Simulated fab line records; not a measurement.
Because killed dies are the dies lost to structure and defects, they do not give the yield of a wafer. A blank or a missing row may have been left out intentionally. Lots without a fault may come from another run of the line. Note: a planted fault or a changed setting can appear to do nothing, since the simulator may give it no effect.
Which tool was responsible? ; flow gf180mcu ; 18 wafers from 6 lots sampled at 4 of the route's 602 steps

== WHAT THE GAUGES READ, wafer by wafer ==
GF_V4_OVL_MEAS_15.
lot;measured;on;V4_OVL (nm)
L880;day 25 08:26;overlay-01;-7 -11 -3
L882;day 25 19:27;overlay-01;0 -8 -6
L885;day 27 01:38;overlay-02;8 5 2
L889;day 28 02:37;overlay-02;-2 -2 -13
L894;day 29 18:21;overlay-01;15 -3 4
L899;day 30 22:03;overlay-01;6 -1 -3

== WHAT TOOL EACH LOT RAN ON (gives the tool, then ch and the chambers of the sampled wafers, and finally the start) ==
lot;GF_M4_SPUTTER_00;GF_M4_METAL_ETCH_16;GF_V4_DEVELOP_13
L880;pvd-sputter-01, day 23 10:26;rie-metal-01 ch 0,1, day 24 09:17;litho-track-03 ch 0, day 25 08:11
L882;pvd-sputter-04, day 23 22:44;rie-metal-03 ch 0,1, day 24 20:22;litho-track-02 ch 0, day 25 19:11
L885;pvd-sputter-02, day 25 06:47;rie-metal-02 ch 0,1, day 26 03:47;litho-track-04 ch 0, day 27 01:21
L889;pvd-sputter-02, day 26 08:36;rie-metal-03 ch 0,1, day 27 05:20;litho-track-03 ch 0, day 28 02:16
L894;pvd-sputter-01, day 27 23:41;rie-metal-01 ch 0,1, day 28 19:17;litho-track-02 ch 0, day 29 18:05
L899;pvd-sputter-04, day 29 07:41;rie-metal-03 ch 1, day 30 02:38;litho-track-02 ch 0, day 30 21:47
- GF_M4_SPUTTER_00: material Ti, target thk 37.5 nm, time 150 s.
- GF_M4_METAL_ETCH_16: etches the open film in Cl2/BCl3, stops on SiO2, target depth 750.8 nm, time 125.1 s.
- GF_V4_DEVELOP_13: develop time 60 s.

== THE ANSWER, worked out from the rows above alone ==
Rule: usual is defined by the lots themselves. Put in order of their means at a reading, lots are off if they are a third of the lots or fewer, leave a main group of 4 or more, and stand apart from it by a gap of 3 or more times the standard deviation of the main group's means; of several such gaps the widest counts. A main group whose means are all the same, to the digits that the tables above print for the reading, isn't used. A lot without any number at a reading at which 4 lots or more have one is off too. The other lots that the step has rows for count as sound.
Across all readings shown, no lot is off: no conclusion can be drawn from this.

== WHAT THE SIMULATOR PUT IN ==
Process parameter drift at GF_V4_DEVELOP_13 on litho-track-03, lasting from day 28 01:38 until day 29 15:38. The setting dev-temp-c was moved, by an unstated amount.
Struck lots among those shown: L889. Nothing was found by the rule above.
